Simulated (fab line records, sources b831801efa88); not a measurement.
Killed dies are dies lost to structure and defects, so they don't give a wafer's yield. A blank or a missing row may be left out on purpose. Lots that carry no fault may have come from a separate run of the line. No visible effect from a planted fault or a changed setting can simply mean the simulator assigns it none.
fab line records :: flow gf180mcu
record:
  lots: 6
  wafers: 18
  last_day: 34
route steps=602 shown MVPSD@81 VT_IMPLANT@90
lots that met no fault: taken from a fault-free run of the same line
start_h: the number of hours between the record's first day and the start of the first shown wafer of the lot :: wait_h: how many hours have passed since the lot's step before this one :: " identical to the entry in the row above :: L1.1+2: one row covering several wafers at once :: - either no value or no given start :: * or withheld: withheld :: < > ~ a bound
route shown NAME@n: names a module that has steps shown in the file, with the first one's number in the route :: usual: mean/standard deviation taken from wafers without a fault :: same: alike in all rows :: chamber/n: place in a boat :: sites: readings site by site :: _std_site: standard deviation of those values :: _edge_site: mean of outer sites minus mean of inner sites :: radius_mm: how far each site lies from the wafer's centre :: mask NAME#n: copy n :: behind: the most recent tool/chamber to have shaped the wafer :: hold: why the lot went on hold/how many hours it stayed there/how the hold came to an end :: device: which transistor (n, p or np) failed to switch :: end of line: at the end of the route, the tests of the same wafers :: step lacking rows: just its recipe :: killed: dies lost to structure and defects at the first sort, not the wafer's yield :: map: a wafer's dies, marking killed ones x, the rest . and places with no die _
set.NAME: the setting as run; set.NAME@STEP: as run at that earlier step :: model.NAME: the simulator's own value behind a step, which no gauge read
lots at some steps of the route; a table a step, a row a wafer
services: a tool's chamber out of use, with start hour (start_h, from the record's first day; less than 0 if before it), hours out, and reason
== steps ==
step: GF_MVPSD_SOFTBAKE_03
recipe:
  temp_c: 110
  time_s: withheld
step: GF_MVPSD_EXPOSE_04
recipe:
  mask_id: MVPSD
  target_cd_nm: 1000
  na: 0.6
  source_shape: conventional
  sigma_outer: 0.6
  dose_mj: 260
step: GF_MVPSD_PEB_05
recipe:
  temp_c: 115
  time_s: withheld
step: GF_MVPSD_DEVELOP_06
recipe:
  wall_angle_deg: 90
  develop_time_s: 60
  dev_temp_c: 23
step: GF_MVPSD_OVL_MEAS_07
usual:
  MVPSD_OVL: -0.1/1.3
lot.wafer: L689.1
tool: overlay-01
chamber: -
start_h: 167.66
wait_h: -
MVPSD_OVL[nm]: 1.0

lot.wafer: L689.2
tool: overlay-01
chamber: -
start_h: 167.66
wait_h: -
MVPSD_OVL[nm]: 1.2

lot.wafer: L689.3
tool: overlay-01
chamber: -
start_h: 167.66
wait_h: -
MVPSD_OVL[nm]: 0.4

lot.wafer: L694.1
tool: overlay-02
chamber: -
start_h: 198.95
wait_h: -
MVPSD_OVL[nm]: 2.7

lot.wafer: L694.4
tool: overlay-02
chamber: -
start_h: 198.95
wait_h: -
MVPSD_OVL[nm]: 1.2

lot.wafer: L694.6
tool: overlay-02
chamber: -
start_h: 198.95
wait_h: -
MVPSD_OVL[nm]: 0.9

lot.wafer: L696.1
tool: overlay-01
chamber: -
start_h: 209.51
wait_h: -
MVPSD_OVL[nm]: -1.5

lot.wafer: L696.2
tool: overlay-01
chamber: -
start_h: 209.51
wait_h: -
MVPSD_OVL[nm]: -0.6

lot.wafer: L696.3
tool: overlay-01
chamber: -
start_h: 209.51
wait_h: -
MVPSD_OVL[nm]: -2.8

lot.wafer: L697.2
tool: overlay-01
chamber: -
start_h: 213.16
wait_h: -
MVPSD_OVL[nm]: 0.4

lot.wafer: L697.4
tool: overlay-01
chamber: -
start_h: 213.16
wait_h: -
MVPSD_OVL[nm]: -2.2

lot.wafer: L697.6
tool: overlay-01
chamber: -
start_h: 213.16
wait_h: -
MVPSD_OVL[nm]: -0.9

lot.wafer: L699.1
tool: overlay-02
chamber: -
start_h: 226.46
wait_h: -
MVPSD_OVL[nm]: -1.5

lot.wafer: L699.4
tool: overlay-02
chamber: -
start_h: 226.46
wait_h: -
MVPSD_OVL[nm]: 0.0

lot.wafer: L699.5
tool: overlay-02
chamber: -
start_h: 226.46
wait_h: -
MVPSD_OVL[nm]: -1.6

lot.wafer: L700.1
tool: overlay-01
chamber: -
start_h: 233.45
wait_h: -
MVPSD_OVL[nm]: 0.4

lot.wafer: L700.2
tool: overlay-01
chamber: -
start_h: 233.45
wait_h: -
MVPSD_OVL[nm]: -0.2

lot.wafer: L700.6
tool: overlay-01
chamber: -
start_h: 233.45
wait_h: -
MVPSD_OVL[nm]: -0.5
step: GF_MVPSD_IMPLANT_08
recipe:
  species: B
  energy_kev: 170
  dose_cm2: 1.5e+13
  tilt_deg: 0
step: GF_MVPSD_IMPLANT_09
recipe:
  species: B
  energy_kev: 40
  dose_cm2: 5e+12
  tilt_deg: 0
step: GF_MVPSD_STRIP_10
recipe:
  chemistry: O2/N2
  power_w: 1400
  pressure_mtorr: 1500
  platen_temp_c: 250
  o2_flow_sccm: 3000
  n2_flow_sccm: 300
  overash_fraction: 0.5
usual:
  drypump_motor_current_A: 5.7/0.51
  heater_power_w: 349/47
  oes_product_au: 0.722/0.0044
  platen_temp_c: 250.03/0.19
  strip_time_to_endpoint_s: 36.91/0.09
lot.wafer: L689.1
tool: plasma_asher-02
chamber: 1
start_h: 168.00
wait_h: 0.1
drypump_motor_current_A: 5.5
heater_power_w: 400
oes_product_au: 0.720
platen_temp_c: 249.82
rf_hours_counter_h: 7
strip_time_to_endpoint_s: 36.82

lot.wafer: L689.2
tool: plasma_asher-02
chamber: 0
start_h: 168.00
wait_h: 0.1
drypump_motor_current_A: 6.4
heater_power_w: 280
oes_product_au: 0.723
platen_temp_c: 250.05
rf_hours_counter_h: 7
strip_time_to_endpoint_s: 36.78

lot.wafer: L689.3
tool: plasma_asher-02
chamber: 0
start_h: 168.00
wait_h: 0.1
drypump_motor_current_A: 6.3
heater_power_w: 281
oes_product_au: 0.717
platen_temp_c: 250.08
rf_hours_counter_h: -
strip_time_to_endpoint_s: 36.83

lot.wafer: L694.1
tool: plasma_asher-01
chamber: 1
start_h: 199.29
wait_h: 0.1
drypump_motor_current_A: 5.9
heater_power_w: 342
oes_product_au: 0.722
platen_temp_c: 249.98
rf_hours_counter_h: 51
strip_time_to_endpoint_s: 36.96

lot.wafer: L694.4
tool: plasma_asher-01
chamber: 0
start_h: 199.29
wait_h: 0.1
drypump_motor_current_A: 5.6
heater_power_w: 369
oes_product_au: 0.718
platen_temp_c: 250.12
rf_hours_counter_h: -
strip_time_to_endpoint_s: 36.86

lot.wafer: L694.6
tool: plasma_asher-01
chamber: 1
start_h: 199.29
wait_h: 0.1
drypump_motor_current_A: 5.9
heater_power_w: 355
oes_product_au: 0.723
platen_temp_c: 250.24
rf_hours_counter_h: -
strip_time_to_endpoint_s: 36.87

lot.wafer: L696.1
tool: plasma_asher-03
chamber: 1
start_h: 209.84
wait_h: 0.1
drypump_motor_current_A: 4.9
heater_power_w: 311
oes_product_au: 0.721
platen_temp_c: 250.11
rf_hours_counter_h: 62
strip_time_to_endpoint_s: 36.94

lot.wafer: L696.2
tool: plasma_asher-03
chamber: 0
start_h: 209.84
wait_h: 0.1
drypump_motor_current_A: 6.2
heater_power_w: 400
oes_product_au: 0.716
platen_temp_c: 250.42
rf_hours_counter_h: 62
strip_time_to_endpoint_s: 36.84

lot.wafer: L696.3
tool: plasma_asher-03
chamber: 1
start_h: 209.84
wait_h: 0.1
drypump_motor_current_A: 4.9
heater_power_w: 301
oes_product_au: 0.718
platen_temp_c: 250.19
rf_hours_counter_h: -
strip_time_to_endpoint_s: 36.93

lot.wafer: L697.2
tool: plasma_asher-03
chamber: 1
start_h: 213.49
wait_h: 0.1
drypump_motor_current_A: 4.9
heater_power_w: 299
oes_product_au: 0.727
platen_temp_c: 249.83
rf_hours_counter_h: 62
strip_time_to_endpoint_s: 36.84

lot.wafer: L697.4
tool: plasma_asher-03
chamber: 1
start_h: 213.49
wait_h: 0.1
drypump_motor_current_A: 4.9
heater_power_w: 304
oes_product_au: 0.724
platen_temp_c: 249.64
rf_hours_counter_h: -
strip_time_to_endpoint_s: 36.97

lot.wafer: L697.6
tool: plasma_asher-03
chamber: 0
start_h: 213.49
wait_h: 0.1
drypump_motor_current_A: 6.2
heater_power_w: 398
oes_product_au: 0.718
platen_temp_c: 249.97
rf_hours_counter_h: -
strip_time_to_endpoint_s: 36.92

lot.wafer: L699.1
tool: plasma_asher-01
chamber: 1
start_h: 226.79
wait_h: 0.1
drypump_motor_current_A: 5.9
heater_power_w: 346
oes_product_au: 0.720
platen_temp_c: 249.97
rf_hours_counter_h: 54
strip_time_to_endpoint_s: 36.85

lot.wafer: L699.4
tool: plasma_asher-01
chamber: 0
start_h: 226.79
wait_h: 0.1
drypump_motor_current_A: 5.6
heater_power_w: 368
oes_product_au: 0.724
platen_temp_c: 250.46
rf_hours_counter_h: -
strip_time_to_endpoint_s: 36.95

lot.wafer: L699.5
tool: plasma_asher-01
chamber: 1
start_h: 226.79
wait_h: 0.1
drypump_motor_current_A: 5.9
heater_power_w: 358
oes_product_au: 0.732
platen_temp_c: 249.89
rf_hours_counter_h: -
strip_time_to_endpoint_s: 36.98

lot.wafer: L700.1
tool: plasma_asher-02
chamber: 1
start_h: 233.79
wait_h: 0.1
drypump_motor_current_A: 5.5
heater_power_w: 394
oes_product_au: 0.723
platen_temp_c: 250.05
rf_hours_counter_h: 13
strip_time_to_endpoint_s: 37.10

lot.wafer: L700.2
tool: plasma_asher-02
chamber: 0
start_h: 233.79
wait_h: 0.1
drypump_motor_current_A: 6.4
heater_power_w: 290
oes_product_au: 0.722
platen_temp_c: 250.13
rf_hours_counter_h: 13
strip_time_to_endpoint_s: 36.99

lot.wafer: L700.6
tool: plasma_asher-02
chamber: 0
start_h: 233.79
wait_h: 0.1
drypump_motor_current_A: 6.4
heater_power_w: 274
oes_product_au: 0.719
platen_temp_c: 250.05
rf_hours_counter_h: -
strip_time_to_endpoint_s: 36.94
step: GF_MVPSD_TW_MEAS_11
usual:
  MVPSD_TW: 550/3.4
lot.wafer: L689.1
tool: film_metro-03
chamber: -
start_h: 168.10
wait_h: 0.1
MVPSD_TW: 551

lot.wafer: L689.2
tool: film_metro-03
chamber: -
start_h: 168.10
wait_h: 0.1
MVPSD_TW: 551

lot.wafer: L689.3
tool: film_metro-03
chamber: -
start_h: 168.10
wait_h: 0.1
MVPSD_TW: 550

lot.wafer: L694.1
tool: film_metro-03
chamber: -
start_h: 199.39
wait_h: 0.1
MVPSD_TW: 550

lot.wafer: L694.4
tool: film_metro-03
chamber: -
start_h: 199.39
wait_h: 0.1
MVPSD_TW: 549

lot.wafer: L694.6
tool: film_metro-03
chamber: -
start_h: 199.39
wait_h: 0.1
MVPSD_TW: 555

lot.wafer: L696.1
tool: film_metro-04
chamber: -
start_h: 209.94
wait_h: 0.1
MVPSD_TW: 548

lot.wafer: L696.2
tool: film_metro-04
chamber: -
start_h: 209.94
wait_h: 0.1
MVPSD_TW: 547

lot.wafer: L696.3
tool: film_metro-04
chamber: -
start_h: 209.94
wait_h: 0.1
MVPSD_TW: 553

lot.wafer: L697.2
tool: film_metro-04
chamber: -
start_h: 213.60
wait_h: 0.1
MVPSD_TW: 551

lot.wafer: L697.4
tool: film_metro-04
chamber: -
start_h: 213.60
wait_h: 0.1
MVPSD_TW: 549

lot.wafer: L697.6
tool: film_metro-04
chamber: -
start_h: 213.60
wait_h: 0.1
MVPSD_TW: 551

lot.wafer: L699.1
tool: film_metro-04
chamber: -
start_h: 226.89
wait_h: 0.1
MVPSD_TW: 551

lot.wafer: L699.4
tool: film_metro-04
chamber: -
start_h: 226.89
wait_h: 0.1
MVPSD_TW: 552

lot.wafer: L699.5
tool: film_metro-04
chamber: -
start_h: 226.89
wait_h: 0.1
MVPSD_TW: 553

lot.wafer: L700.1
tool: film_metro-04
chamber: -
start_h: 233.89
wait_h: 0.1
MVPSD_TW: 554

lot.wafer: L700.2
tool: film_metro-04
chamber: -
start_h: 233.89
wait_h: 0.1
MVPSD_TW: 554

lot.wafer: L700.6
tool: film_metro-04
chamber: -
start_h: 233.89
wait_h: 0.1
MVPSD_TW: 550
step: GF_VT_IMPLANT_DEHYDRATE_00
recipe:
  temp_c: 200
  time_s: 60
step: GF_VT_IMPLANT_HMDS_01
recipe:
  prime_time_s: 60
  prime_temp_c: 120
step: GF_VT_IMPLANT_COAT_02
recipe:
  resist: NOVOLAK
  spin_rpm: 3000
  resist_thk_nm: 1000
step: GF_VT_IMPLANT_SOFTBAKE_03
recipe:
  temp_c: 90
  time_s: 60
  resist: NOVOLAK
usual:
  heater_power_total_W: 56.60/0.046
lot.wafer: L689.1
tool: litho_track-02
chamber: 0
start_h: 176.00
wait_h: 0.1
heater_power_total_W: 56.61

lot.wafer: L689.2
tool: litho_track-02
chamber: 0
start_h: 176.00
wait_h: 0.1
heater_power_total_W: 56.53

lot.wafer: L689.3
tool: litho_track-02
chamber: 0
start_h: 176.00
wait_h: 0.1
heater_power_total_W: 56.62

lot.wafer: L694.1
tool: litho_track-04
chamber: 0
start_h: 208.26
wait_h: 0.1
heater_power_total_W: 56.66

lot.wafer: L694.4
tool: litho_track-04
chamber: 0
start_h: 208.26
wait_h: 0.1
heater_power_total_W: 56.64

lot.wafer: L694.6
tool: litho_track-04
chamber: 0
start_h: 208.26
wait_h: 0.1
heater_power_total_W: 56.54

lot.wafer: L696.1
tool: litho_track-01
chamber: 0
start_h: 218.81
wait_h: 0.1
heater_power_total_W: 56.56

lot.wafer: L696.2
tool: litho_track-01
chamber: 0
start_h: 218.81
wait_h: 0.1
heater_power_total_W: 56.68

lot.wafer: L696.3
tool: litho_track-01
chamber: 0
start_h: 218.81
wait_h: 0.1
heater_power_total_W: 56.59

lot.wafer: L697.2
tool: litho_track-04
chamber: 0
start_h: 222.33
wait_h: 0.1
heater_power_total_W: 69.82

lot.wafer: L697.4
tool: litho_track-04
chamber: 0
start_h: 222.33
wait_h: 0.1
heater_power_total_W: 69.75

lot.wafer: L697.6
tool: litho_track-04
chamber: 0
start_h: 222.33
wait_h: 0.1
heater_power_total_W: 69.90

lot.wafer: L699.1
tool: litho_track-04
chamber: 0
start_h: 235.91
wait_h: 0.1
heater_power_total_W: 69.75

lot.wafer: L699.4
tool: litho_track-04
chamber: 0
start_h: 235.91
wait_h: 0.1
heater_power_total_W: 69.80

lot.wafer: L699.5
tool: litho_track-04
chamber: 0
start_h: 235.91
wait_h: 0.1
heater_power_total_W: 69.84

lot.wafer: L700.1
tool: litho_track-01
chamber: 0
start_h: 242.61
wait_h: 0.1
heater_power_total_W: 56.63

lot.wafer: L700.2
tool: litho_track-01
chamber: 0
start_h: 242.61
wait_h: 0.1
heater_power_total_W: 56.66

lot.wafer: L700.6
tool: litho_track-01
chamber: 0
start_h: 242.61
wait_h: 0.1
heater_power_total_W: 56.55
step: GF_VT_IMPLANT_EXPOSE_04
recipe:
  mask_id: LVPWELL_LV_AREA
  target_cd_nm: 600
  na: 0.6
  source_shape: conventional
  sigma_outer: 0.6
  dose_mj: 140
step: GF_VT_IMPLANT_PEB_05
recipe:
  temp_c: withheld
  time_s: *
  resist: NOVOLAK
step: GF_VT_IMPLANT_DEVELOP_06
recipe:
  develop_time_s: 60
  dev_temp_c: 23
lot.wafer: L689.1
tool: litho_track-01
chamber: 0
start_h: 184.21
wait_h: 0.1
model.NOVOLAK_of_VT_IMPLANT_COAT_02.thk_nm: 993.2

lot.wafer: L689.2
tool: litho_track-01
chamber: 0
start_h: 184.21
wait_h: 0.1
model.NOVOLAK_of_VT_IMPLANT_COAT_02.thk_nm: 998.3

lot.wafer: L689.3
tool: litho_track-01
chamber: 0
start_h: 184.21
wait_h: 0.1
model.NOVOLAK_of_VT_IMPLANT_COAT_02.thk_nm: 997.2

lot.wafer: L694.1+4
tool: litho_track-01
chamber: 0
start_h: 216.61
wait_h: 0.1
model.NOVOLAK_of_VT_IMPLANT_COAT_02.thk_nm: 1004

lot.wafer: L694.6
tool: litho_track-01
chamber: 0
start_h: 216.61
wait_h: 0.1
model.NOVOLAK_of_VT_IMPLANT_COAT_02.thk_nm: 1002

lot.wafer: L696.1
tool: litho_track-02
chamber: 0
start_h: 228.40
wait_h: 0.1
model.NOVOLAK_of_VT_IMPLANT_COAT_02.thk_nm: 999.9

lot.wafer: L696.2
tool: litho_track-02
chamber: 0
start_h: 228.40
wait_h: 0.1
model.NOVOLAK_of_VT_IMPLANT_COAT_02.thk_nm: 997

lot.wafer: L696.3
tool: litho_track-02
chamber: 0
start_h: 228.40
wait_h: 0.1
model.NOVOLAK_of_VT_IMPLANT_COAT_02.thk_nm: 1000

lot.wafer: L697.2
tool: litho_track-01
chamber: 0
start_h: 231.13
wait_h: 0.1
model.NOVOLAK_of_VT_IMPLANT_COAT_02.thk_nm: 1016

lot.wafer: L697.4
tool: litho_track-01
chamber: 0
start_h: 231.13
wait_h: 0.1
model.NOVOLAK_of_VT_IMPLANT_COAT_02.thk_nm: 1018

lot.wafer: L697.6
tool: litho_track-01
chamber: 0
start_h: 231.13
wait_h: 0.1
model.NOVOLAK_of_VT_IMPLANT_COAT_02.thk_nm: 1020

lot.wafer: L699.1
tool: litho_track-02
chamber: 0
start_h: 245.10
wait_h: 0.1
model.NOVOLAK_of_VT_IMPLANT_COAT_02.thk_nm: 1019

lot.wafer: L699.4+5
tool: litho_track-02
chamber: 0
start_h: 245.10
wait_h: 0.1
model.NOVOLAK_of_VT_IMPLANT_COAT_02.thk_nm: 1018

lot.wafer: L700.1
tool: litho_track-01
chamber: 0
start_h: 251.86
wait_h: 0.1
model.NOVOLAK_of_VT_IMPLANT_COAT_02.thk_nm: 999.4

lot.wafer: L700.2
tool: litho_track-01
chamber: 0
start_h: 251.86
wait_h: 0.1
model.NOVOLAK_of_VT_IMPLANT_COAT_02.thk_nm: 1002

lot.wafer: L700.6
tool: litho_track-01
chamber: 0
start_h: 251.86
wait_h: 0.1
model.NOVOLAK_of_VT_IMPLANT_COAT_02.thk_nm: 1005
step: GF_VT_IMPLANT_OVL_MEAS_07
usual:
  VT_IMPLANT_OVL: 0.2/1.4
lot.wafer: L689.1
tool: overlay-02
chamber: -
start_h: 184.36
wait_h: 0.1
VT_IMPLANT_OVL[nm]: -0.3

lot.wafer: L689.2
tool: overlay-02
chamber: -
start_h: 184.36
wait_h: 0.1
VT_IMPLANT_OVL[nm]: 0.1

lot.wafer: L689.3
tool: overlay-02
chamber: -
start_h: 184.36
wait_h: 0.1
VT_IMPLANT_OVL[nm]: -0.3

lot.wafer: L694.1
tool: overlay-02
chamber: -
start_h: 216.76
wait_h: 0.1
VT_IMPLANT_OVL[nm]: 0.7

lot.wafer: L694.4
tool: overlay-02
chamber: -
start_h: 216.76
wait_h: 0.1
VT_IMPLANT_OVL[nm]: -0.8

lot.wafer: L694.6
tool: overlay-02
chamber: -
start_h: 216.76
wait_h: 0.1
VT_IMPLANT_OVL[nm]: 1.1

lot.wafer: L696.1
tool: overlay-01
chamber: -
start_h: 228.55
wait_h: 0.1
VT_IMPLANT_OVL[nm]: -0.4

lot.wafer: L696.2
tool: overlay-01
chamber: -
start_h: 228.55
wait_h: 0.1
VT_IMPLANT_OVL[nm]: -0.2

lot.wafer: L696.3
tool: overlay-01
chamber: -
start_h: 228.55
wait_h: 0.1
VT_IMPLANT_OVL[nm]: 0.1

lot.wafer: L697.2
tool: overlay-01
chamber: -
start_h: 231.27
wait_h: 0.1
VT_IMPLANT_OVL[nm]: -2.1

lot.wafer: L697.4
tool: overlay-01
chamber: -
start_h: 231.27
wait_h: 0.1
VT_IMPLANT_OVL[nm]: -2.1

lot.wafer: L697.6
tool: overlay-01
chamber: -
start_h: 231.27
wait_h: 0.1
VT_IMPLANT_OVL[nm]: -2.1

lot.wafer: L699.1
tool: overlay-01
chamber: -
start_h: 245.25
wait_h: 0.1
VT_IMPLANT_OVL[nm]: -1.2

lot.wafer: L699.4
tool: overlay-01
chamber: -
start_h: 245.25
wait_h: 0.1
VT_IMPLANT_OVL[nm]: -0.2

lot.wafer: L699.5
tool: overlay-01
chamber: -
start_h: 245.25
wait_h: 0.1
VT_IMPLANT_OVL[nm]: -0.3

lot.wafer: L700.1
tool: overlay-01
chamber: -
start_h: 252.01
wait_h: 0.1
VT_IMPLANT_OVL[nm]: 2.3

lot.wafer: L700.2
tool: overlay-01
chamber: -
start_h: 252.01
wait_h: 0.1
VT_IMPLANT_OVL[nm]: -2.1

lot.wafer: L700.6
tool: overlay-01
chamber: -
start_h: 252.01
wait_h: 0.1
VT_IMPLANT_OVL[nm]: 0.0
step: GF_VT_IMPLANT_IMPLANT_08
recipe:
  species: BF2
  energy_kev: 20
  dose_cm2: 8.29e+12
  tilt_deg: 7
step: GF_VT_IMPLANT_STRIP_09
recipe:
  chemistry: O2/N2
  power_w: 1400
  pressure_mtorr: 1500
  platen_temp_c: 250
  o2_flow_sccm: 3000
  n2_flow_sccm: 300
  overash_fraction: 0.5
usual:
  drypump_motor_current_A: 5.9/0.57
  heater_power_w: 361/49
  oes_product_au: 0.715/0.0044
  platen_temp_c: 250.01/0.17
  strip_time_to_endpoint_s: 12.63/0.037
lot.wafer: L689.1
tool: plasma_asher-01
chamber: 1
start_h: 184.55
wait_h: 0.1
drypump_motor_current_A: 5.9
heater_power_w: 351
oes_product_au: 0.720
platen_temp_c: 250.10
rf_hours_counter_h: 50
strip_time_to_endpoint_s: 12.55

lot.wafer: L689.2
tool: plasma_asher-01
chamber: 0
start_h: 184.55
wait_h: 0.1
drypump_motor_current_A: 5.6
heater_power_w: 365
oes_product_au: 0.720
platen_temp_c: 250.09
rf_hours_counter_h: 50
strip_time_to_endpoint_s: 12.62

lot.wafer: L689.3
tool: plasma_asher-01
chamber: 1
start_h: 184.55
wait_h: 0.1
drypump_motor_current_A: 5.9
heater_power_w: 350
oes_product_au: 0.713
platen_temp_c: 250.08
rf_hours_counter_h: -
strip_time_to_endpoint_s: 12.59

lot.wafer: L694.1
tool: plasma_asher-04
chamber: 0
start_h: 216.95
wait_h: 0.1
drypump_motor_current_A: 6.1
heater_power_w: 317
oes_product_au: 0.719
platen_temp_c: 250.08
rf_hours_counter_h: 42
strip_time_to_endpoint_s: 12.67

lot.wafer: L694.4
tool: plasma_asher-04
chamber: 1
start_h: 216.95
wait_h: 0.1
drypump_motor_current_A: 6.6
heater_power_w: 415
oes_product_au: 0.723
platen_temp_c: 249.77
rf_hours_counter_h: -
strip_time_to_endpoint_s: 12.67

lot.wafer: L694.6
tool: plasma_asher-04
chamber: 0
start_h: 216.95
wait_h: 0.1
drypump_motor_current_A: 6.1
heater_power_w: 321
oes_product_au: 0.729
platen_temp_c: 250.32
rf_hours_counter_h: -
strip_time_to_endpoint_s: 12.65

lot.wafer: L696.1
tool: plasma_asher-01
chamber: 1
start_h: 228.74
wait_h: 0.1
drypump_motor_current_A: 5.9
heater_power_w: 351
oes_product_au: 0.716
platen_temp_c: 250.07
rf_hours_counter_h: 54
strip_time_to_endpoint_s: 12.63

lot.wafer: L696.2
tool: plasma_asher-01
chamber: 0
start_h: 228.74
wait_h: 0.1
drypump_motor_current_A: 5.6
heater_power_w: 364
oes_product_au: 0.712
platen_temp_c: 250.08
rf_hours_counter_h: 54
strip_time_to_endpoint_s: 12.60

lot.wafer: L696.3
tool: plasma_asher-01
chamber: 0
start_h: 228.74
wait_h: 0.1
drypump_motor_current_A: 5.6
heater_power_w: 355
oes_product_au: 0.709
platen_temp_c: 250.09
rf_hours_counter_h: -
strip_time_to_endpoint_s: 12.64

lot.wafer: L697.2
tool: plasma_asher-03
chamber: 0
start_h: 231.45
wait_h: 0.1
drypump_motor_current_A: 6.2
heater_power_w: 400
oes_product_au: 0.716
platen_temp_c: 250.11
rf_hours_counter_h: 64
strip_time_to_endpoint_s: 12.82

lot.wafer: L697.4
tool: plasma_asher-03
chamber: 1
start_h: 231.45
wait_h: 0.1
drypump_motor_current_A: 4.9
heater_power_w: 301
oes_product_au: 0.711
platen_temp_c: 250.07
rf_hours_counter_h: -
strip_time_to_endpoint_s: 12.76

lot.wafer: L697.6
tool: plasma_asher-03
chamber: 0
start_h: 231.45
wait_h: 0.1
drypump_motor_current_A: 6.2
heater_power_w: 410
oes_product_au: 0.713
platen_temp_c: 249.94
rf_hours_counter_h: -
strip_time_to_endpoint_s: 12.80

lot.wafer: L699.1
tool: plasma_asher-04
chamber: 1
start_h: 245.44
wait_h: 0.1
drypump_motor_current_A: 6.7
heater_power_w: 428
oes_product_au: 0.712
platen_temp_c: 249.95
rf_hours_counter_h: 45
strip_time_to_endpoint_s: 12.79

lot.wafer: L699.4
tool: plasma_asher-04
chamber: 0
start_h: 245.44
wait_h: 0.1
drypump_motor_current_A: 6.1
heater_power_w: 315
oes_product_au: 0.717
platen_temp_c: 249.99
rf_hours_counter_h: -
strip_time_to_endpoint_s: 12.76

lot.wafer: L699.5
tool: plasma_asher-04
chamber: 1
start_h: 245.44
wait_h: 0.1
drypump_motor_current_A: 6.6
heater_power_w: 427
oes_product_au: 0.712
platen_temp_c: 250.05
rf_hours_counter_h: -
strip_time_to_endpoint_s: 12.76

lot.wafer: L700.1
tool: plasma_asher-04
chamber: 0
start_h: 252.20
wait_h: 0.1
drypump_motor_current_A: 6.1
heater_power_w: 315
oes_product_au: 0.720
platen_temp_c: 250.24
rf_hours_counter_h: 46
strip_time_to_endpoint_s: 12.61

lot.wafer: L700.2
tool: plasma_asher-04
chamber: 1
start_h: 252.20
wait_h: 0.1
drypump_motor_current_A: 6.7
heater_power_w: 421
oes_product_au: 0.714
platen_temp_c: 249.96
rf_hours_counter_h: 46
strip_time_to_endpoint_s: 12.65

lot.wafer: L700.6
tool: plasma_asher-04
chamber: 0
start_h: 252.20
wait_h: 0.1
drypump_motor_current_A: 6.1
heater_power_w: 311
oes_product_au: 0.714
platen_temp_c: 250.08
rf_hours_counter_h: -
strip_time_to_endpoint_s: 12.69
step: GF_VT_IMPLANT_TW_MEAS_10
usual:
  VT_IMPLANT_TW: 566/4.9
lot.wafer: L689.1
tool: film_metro-01
chamber: -
start_h: 184.65
wait_h: 0.1
VT_IMPLANT_TW: 564

lot.wafer: L689.2
tool: film_metro-01
chamber: -
start_h: 184.65
wait_h: 0.1
VT_IMPLANT_TW: 560

lot.wafer: L689.3
tool: film_metro-01
chamber: -
start_h: 184.65
wait_h: 0.1
VT_IMPLANT_TW: 560

lot.wafer: L694.1
tool: film_metro-02
chamber: -
start_h: 217.05
wait_h: 0.1
VT_IMPLANT_TW: 575

lot.wafer: L694.4
tool: film_metro-02
chamber: -
start_h: 217.05
wait_h: 0.1
VT_IMPLANT_TW: 575

lot.wafer: L694.6
tool: film_metro-02
chamber: -
start_h: 217.05
wait_h: 0.1
VT_IMPLANT_TW: 574

lot.wafer: L696.1
tool: film_metro-04
chamber: -
start_h: 228.84
wait_h: 0.1
VT_IMPLANT_TW: 558

lot.wafer: L696.2
tool: film_metro-04
chamber: -
start_h: 228.84
wait_h: 0.1
VT_IMPLANT_TW: 563

lot.wafer: L696.3
tool: film_metro-04
chamber: -
start_h: 228.84
wait_h: 0.1
VT_IMPLANT_TW: 564

lot.wafer: L697.2
tool: film_metro-04
chamber: -
start_h: 231.56
wait_h: 0.1
VT_IMPLANT_TW: 566

lot.wafer: L697.4
tool: film_metro-04
chamber: -
start_h: 231.56
wait_h: 0.1
VT_IMPLANT_TW: 561

lot.wafer: L697.6
tool: film_metro-04
chamber: -
start_h: 231.56
wait_h: 0.1
VT_IMPLANT_TW: 565

lot.wafer: L699.1
tool: film_metro-01
chamber: -
start_h: 245.54
wait_h: 0.1
VT_IMPLANT_TW: 562

lot.wafer: L699.4
tool: film_metro-01
chamber: -
start_h: 245.54
wait_h: 0.1
VT_IMPLANT_TW: 565

lot.wafer: L699.5
tool: film_metro-01
chamber: -
start_h: 245.54
wait_h: 0.1
VT_IMPLANT_TW: 564

lot.wafer: L700.1
tool: film_metro-02
chamber: -
start_h: 252.30
wait_h: 0.1
VT_IMPLANT_TW: 572

lot.wafer: L700.2
tool: film_metro-02
chamber: -
start_h: 252.30
wait_h: 0.1
VT_IMPLANT_TW: 574

lot.wafer: L700.6
tool: film_metro-02
chamber: -
start_h: 252.30
wait_h: 0.1
VT_IMPLANT_TW: 570
== services ==
tool: plasma_asher-04
chamber: -
start_h: 150.05
hours: 14.6
kind: pm
== key ==
first_sign:
  step: GF_VT_IMPLANT_SOFTBAKE_03
  reading: heater_power_total_W
  direction: up
  sigmas: 99+
  usual: 56.60
  struck: 69.81
effect:
  step: GF_VT_IMPLANT_STRIP_09
  reading: strip_time_to_endpoint_s
  direction: up
  sigmas: 4.1
  usual: *
  struck: *
model_effect:
  step: GF_VT_IMPLANT_DEVELOP_06
  value: NOVOLAK_of_VT_IMPLANT_COAT_02.thk_nm
  without: 1004
  struck: 1018
met_at GF_VT_IMPLANT_SOFTBAKE_03
struck_wafers L697.2,L697.4,L697.6,L699.1,L699.4,L699.5
tester_left_out L697,L699
onset_between 208.26 222.33
fault:
  kind: process_parameter_drift
  tool: litho_track-04
  chamber: -
  onset_h: 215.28
  steps: GF_VT_IMPLANT_SOFTBAKE_03
  channel: time_s
  offset: *
  shape: step
  end_h: 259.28
  acts_in: *
  stated: *
tester_left_out: of these lots the tester's yield and bins aren't shown, on N5 and GAA mostly nor the transistor test; their killed dies are dies lost to structure and defects alone, not to doping, threshold or leakage, so they don't give the yield
